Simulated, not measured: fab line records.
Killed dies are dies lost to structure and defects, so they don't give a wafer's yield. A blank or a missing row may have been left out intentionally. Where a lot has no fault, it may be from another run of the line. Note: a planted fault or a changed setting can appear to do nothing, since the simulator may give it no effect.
Problem report in the 8D (eight disciplines) form, filled by code / flow gf180mcu / the parts of the form that need people (team, actions taken, sign-off) are left out

## 1. WHAT WENT WRONG
Wafers without a fault read 850.01 C, standard deviation 0.072; tube_center_temp_C at GF_DUAL_GATE_OXIDATION_15 reads a mean of 868.94 C on 6 wafers belonging to 2 lots. That is +99 or more standard deviations from the usual mean.
The step: stabilise 600 s, purge 300 s, target thk 7.098 nm.
First observed at day 13 11:50: wafer L694.1, on furnace-01. The record holds 42 wafers of 14 lots with a number at this step. Rule for "out", or "out of limits": more than 4 standard deviations from the usual mean. The other wafers with a number count as sound.

## 2. WHAT THIS IS AND IS NOT
question=which readings at this step | is=tube_center_temp_C, spike_tc_bottom_C, spike_tc_centre_C, spike_tc_lower_C, spike_tc_top_C, spike_tc_upper_C, tube_center_temp_C_max | is not=zone_power_centre_pct
question=which lots | is=L694, L695 | is not=L677, L678, L681, L683, L684, L685, L686, L687, L689, L691, L697, L698
question=which wafers of those lots | is=all that have a number | is not=-
question=read on which tools | is=furnace-01 | is not=furnace-02
question=when | is=from day 13 11:50 | is not=up to then (30 sound wafers); but 6 sound wafers of L697, L698 came after

## 3. SUSPECTS, AND WHAT RULES EACH OUT
Counting: a tool at a process step up to the reading stays a suspect if it ran every lot that is out and no sound lot after the first of them.
- furnace-01 at GF_DUAL_GATE_OXIDATION_15 (stabilise 600 s, purge 300 s, target thk 7.098 nm): kept. Every lot that is out went through it, starting with L694 (day 13 11:50), and after that it ran no sound lot; the last sound lot it ran before then is L691 (day 12 15:58). Its own readings are out on those wafers: spike_tc_bottom_C, spike_tc_centre_C, spike_tc_lower_C, spike_tc_top_C, spike_tc_upper_C, tube_center_temp_C, tube_center_temp_C_max.
The count leaves furnace-01 at GF_DUAL_GATE_OXIDATION_15.

## 4. THE CAUSE (what the simulator had put in)
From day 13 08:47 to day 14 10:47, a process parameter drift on furnace-01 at GF_DUAL_GATE_OXIDATION_15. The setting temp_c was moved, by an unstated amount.
The count eliminated every tool but this one.

## 5. THE CHAIN OF EFFECTS, in route order
Each row: a reading whose mean over the struck wafers that have a number lies more than 3 standard deviations from the usual. Scope: only readings with a usual standard deviation given in the record; hours: median across lots of the time from each lot's start at the first step in this table that gives one to its start at this step; sigmas: change in usual standard deviations.
hours=0; step=GF_DUAL_GATE_OXIDATION_15; reading=spike_tc_bottom_C; usual=866.3 C; on struck wafers=884.5; change=+18.2; sigmas=+18
hours=0; step=GF_DUAL_GATE_OXIDATION_15; reading=spike_tc_centre_C; usual=851.4 C; on struck wafers=869.9; change=+18.5; sigmas=+19
hours=0; step=GF_DUAL_GATE_OXIDATION_15; reading=spike_tc_lower_C; usual=849.7 C; on struck wafers=868.7; change=+19.0; sigmas=+17
hours=0; step=GF_DUAL_GATE_OXIDATION_15; reading=spike_tc_top_C; usual=863.2 C; on struck wafers=881.0; change=+17.8; sigmas=+18
hours=0; step=GF_DUAL_GATE_OXIDATION_15; reading=spike_tc_upper_C; usual=849.1 C; on struck wafers=867.7; change=+18.6; sigmas=+13
hours=0; step=GF_DUAL_GATE_OXIDATION_15; reading=tube_center_temp_C; usual=850.01 C; on struck wafers=868.94; change=+18.93; sigmas=+99 or more
hours=0; step=GF_DUAL_GATE_OXIDATION_15; reading=tube_center_temp_C_max; usual=852.3; on struck wafers=871.2; change=+19.0; sigmas=+49
The process steps in it:
- GF_DUAL_GATE_OXIDATION_15: stabilise 600 s, purge 300 s, target thk 7.098 nm.

## 6. HOW IT WOULD HAVE BEEN CAUGHT EARLIER
First out-of-limits reading in this record: day 13 11:50, which is 3 hours after fault onset at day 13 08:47.
